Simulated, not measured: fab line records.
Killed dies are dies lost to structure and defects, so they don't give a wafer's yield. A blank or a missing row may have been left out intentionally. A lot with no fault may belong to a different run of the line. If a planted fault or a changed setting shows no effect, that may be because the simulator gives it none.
fab line records | flow sfq-line
[record] lots = 6 | wafers = 18 | last-day = 83
route steps=325 shown INCOMING@1 L0@3
lots untouched by any fault: they come from a run of this same line in which no faults occurred
start-h: start of the lot's first displayed wafer, in hours after the record's first day | wait-h: hours since the lot's step before | " unchanged from the row above | L1.1+2: one row covering several wafers at once | - no value, or no start given | * or withheld: withheld | < > ~ a bound
route shown NAME@n: names a module that has steps shown in the file, with the first one's number in the route | usual: mean and standard deviation over wafers with no fault | same: alike in all rows | chamber/n: place in a boat | sites: per-site readings | _std_site: standard deviation across them | _edge_site: outer sites' mean less inner sites' | radius-mm: for every site, how far away it sits from the centre of the wafer | mask NAME#n: copy n | behind: the last tool/chamber to shape the wafer | hold: why the lot was held/for how many hours/how that ended | device: the n, p or np transistor that did not switch | end of line: tests of these same wafers at the route's end | a step without rows: its recipe alone | killed: dies that structure and defects cost at the first sort, which is not the same as the wafer's yield | map: a wafer's dies, marking killed ones x, the rest . and places with no die _
set.NAME: the setting the step ran with; set.NAME@STEP: the setting that earlier step ran with | model.NAME: the simulator's own value behind a step, which no gauge read
lots seen at some steps along the route; tables by step, rows by wafer
services: the hour from which a tool's chamber was out of use, counted from the record's first day as start-h (under 0 if before that day), plus the number of hours and why
[[steps]]
[step SFQ_INCOMING_BOW_MEAS_900]
[recipe] mode = bow
[usual] INCOMING_BOW = 0/6.6
lot.wafer | tool          | chamber | start-h | wait-h | INCOMING_BOW[um]
L723.1    | film-metro-03 | -       | 40.00   | -      | -14
L723.5    | "             | -       | "       | "      | -17
L723.6    | "             | -       | "       | "      | 0
L725.3    | film-metro-02 | -       | 50.04   | -      | 2
L725.5    | "             | -       | "       | "      | -7
L725.6    | "             | -       | "       | "      | 3
L733.1    | film-metro-04 | -       | 90.10   | -      | -5
L733.2    | "             | -       | "       | "      | 1
L733.5    | "             | -       | "       | "      | 10
L735.2    | film-metro-04 | -       | 100.02  | -      | 1
L735.5    | "             | -       | "       | "      | -1
L735.6    | "             | -       | "       | "      | 5
L738.1    | film-metro-03 | -       | 115.00  | -      | 2
L738.3    | "             | -       | "       | "      | 13
L738.6    | "             | -       | "       | "      | -2
L740.2    | film-metro-04 | -       | 125.02  | -      | -14
L740.4    | "             | -       | "       | "      | -5
L740.6    | "             | -       | "       | "      | -2
[step SFQ_TRILAYER_INCOMING_OXIDATION_002]
[recipe] temp-c = 1000 | ambient = H2O | target-thk-a = 5000 | p-h2o-torr = 720 | ox-time-s = 4939
[usual] spike-tc-centre-C = 1000.3/1.4 | spike-tc-lower-C = 1000.0/0.96 | spike-tc-top-C = 1009.2/2.7 | spike-tc-upper-C = 999.5/1 | tube-center-temp-C = 1000/0.091 | tube_center_temp_C_max = 1002.6/0.42
[same] ox-time-s = 4939
lot.wafer | tool       | chamber | start-h | wait-h | spike-tc-centre-C | spike-tc-lower-C | spike-tc-top-C | spike-tc-upper-C | tube-center-temp-C | tube_center_temp_C_max | model.SiO2_of_TRILAYER_INCOMING_OXIDATION_002.thk-nm
L723.1    | furnace-02 | 0       | 40.12   | 0.1    | 1000.4            | 1000.0           | 1005.8         | 999.3            | 1000.1             | 1002.2                 | 512.8
L723.5    | "          | 0       | "       | "      | 1000.4            | 999.9            | 1006.9         | 998.6            | 1000               | 1003.2                 | 512.2
L723.6    | "          | 0       | "       | "      | 999.0             | 999.6            | 1005.8         | 999.2            | 999.94             | 1002.3                 | 511.2
L725.3    | furnace-02 | 0       | 50.12   | 0.1    | 999.4             | 999.2            | 1007.8         | 1000.2           | 1000.1             | 1002.8                 | 503.8
L725.5    | "          | 0       | "       | "      | 997.7             | 999.1            | 1006.3         | 1000.9           | 1000.1             | 1003.1                 | 512.8
L725.6    | "          | 0       | "       | "      | 998.9             | 998.7            | 1005.5         | 1001.0           | 999.92             | 1002.7                 | 515
L733.1    | furnace-02 | 0       | 90.22   | 0.1    | 990.7             | 992.3            | 998.5          | 991.8            | 992.55             | 995.1                  | 484.9
L733.2    | "          | 0       | "       | "      | 992.8             | 992.3            | 1000.5         | 992.5            | 992.54             | 994.7                  | 490.5
L733.5    | "          | 0       | "       | "      | 991.9             | 993.6            | 998.3          | 993.1            | 992.5              | 994.9                  | 488.2
L735.2    | furnace-02 | 0       | 100.12  | 0.1    | 991.6             | 991.7            | 999.4          | 993.4            | 992.51             | 995.7                  | 483
L735.5    | "          | 0       | "       | "      | 991.4             | 991.8            | 999.4          | 991.5            | 992.65             | 994.6                  | 484.8
L735.6    | "          | 0       | "       | "      | 991.5             | 993.2            | 998.3          | 992.2            | 992.55             | 994.5                  | 486.7
L738.1    | furnace-01 | 0       | 115.12  | 0.1    | 1001.4            | 998.9            | 1011.8         | 999.9            | 1000.1             | 1002.5                 | 489.2
L738.3    | "          | 0       | "       | "      | 1000.8            | 1000.0           | 1010.5         | 998.9            | 999.81             | 1002.5                 | 493.7
L738.6    | "          | 0       | "       | "      | 1003.3            | 999.2            | 1011.1         | 1001.3           | 999.94             | 1003.1                 | 485.7
L740.2    | furnace-01 | 0       | 125.12  | 0.1    | 1002.1            | 999.8            | 1011.2         | 1001.0           | 1000               | 1003.3                 | 499.3
L740.4    | "          | 0       | "       | "      | 998.3             | 1001.0           | 1010.1         | 998.9            | 999.92             | 1002.5                 | 499.1
L740.6    | "          | 0       | "       | "      | 1000.3            | 1002.1           | 1010.9         | 999.7            | 1000.1             | 1002.3                 | 500.3
[step SFQ_TRILAYER_L0_DEP_SPUTTER_003]
[recipe] material = MoNx_KI | base-pressure-pa = 1.33e-06 | target-thk-nm = 40 | power-w = 800 | time-s = 100 | chamber-pressure-pa = 0.4126
[usual] throttle-valve-pct = 29.7/0.86
lot.wafer | tool           | chamber | start-h | wait-h | throttle-valve-pct
L723.1    | pvd-sputter-05 | -       | 42.49   | 0.0    | 28.5
L723.5    | "              | -       | "       | "      | 30.1
L723.6    | "              | -       | "       | "      | 29.8
L725.3    | pvd-sputter-06 | -       | 52.49   | 0.0    | 30.9
L725.5    | "              | -       | "       | "      | 30.1
L725.6    | "              | -       | "       | "      | 28.6
L733.1    | pvd-sputter-06 | -       | 92.59   | 0.0    | 28.9
L733.2    | "              | -       | "       | "      | 28.1
L733.5    | "              | -       | "       | "      | 29.0
L735.2    | pvd-sputter-03 | -       | 102.49  | 0.0    | 30.6
L735.5    | "              | -       | "       | "      | 30.6
L735.6    | "              | -       | "       | "      | 29.5
L738.1    | pvd-sputter-06 | -       | 117.49  | 0.0    | 30.6
L738.3    | "              | -       | "       | "      | 29.1
L738.6    | "              | -       | "       | "      | 28.8
L740.2    | pvd-sputter-06 | -       | 127.49  | 0.0    | 30.3
L740.4    | "              | -       | "       | "      | 28.8
L740.6    | "              | -       | "       | "      | 30.6
[[services]]
tool           | chamber | start-h | hours | kind
furnace-02     | -       | 24.03   | 2.7   | pm
furnace-02     | -       | 73.63   | 6.0   | pm
pvd-sputter-06 | -       | 93.25   | 4.6   | repair
pvd-sputter-03 | -       | 94.26   | 5.1   | repair
pvd-sputter-05 | 3       | 100.30  | -     | consumable-replace:kit
pvd-sputter-05 | 3       | 100.30  | 18.0  | scheduled-down
pvd-sputter-05 | 3       | 100.30  | 18.0  | vent-cycle
pvd-sputter-05 | -       | 106.23  | 12.8  | repair
pvd-sputter-05 | -       | 121.52  | 3.6   | repair
[[key]]
[first-sign] step = SFQ_TRILAYER_INCOMING_OXIDATION_002 | reading = tube-center-temp-C | direction = down | sigmas = 75 | usual = * | struck = *
[effect] step = SFQ_TRILAYER_INCOMING_OXIDATION_002 | reading = tube_center_temp_C_max | direction = down | sigmas = 18 | usual = * | struck = *
[model-effect] step = SFQ_TRILAYER_INCOMING_OXIDATION_002 | value = SiO2_of_TRILAYER_INCOMING_OXIDATION_002.thk-nm | without = 511.1 | struck = 486.3
met-at SFQ_TRILAYER_INCOMING_OXIDATION_002
struck-wafers L733.1,L733.2,L733.5,L735.2,L735.5,L735.6
onset-between 50.12 90.22
[fault] kind = process-parameter-drift | tool = furnace-02 | chamber = - | onset-h = 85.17 | steps = SFQ_TRILAYER_INCOMING_OXIDATION_002 | channel = temp-c | offset = * | shape = step | end-h = 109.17 | stated = *
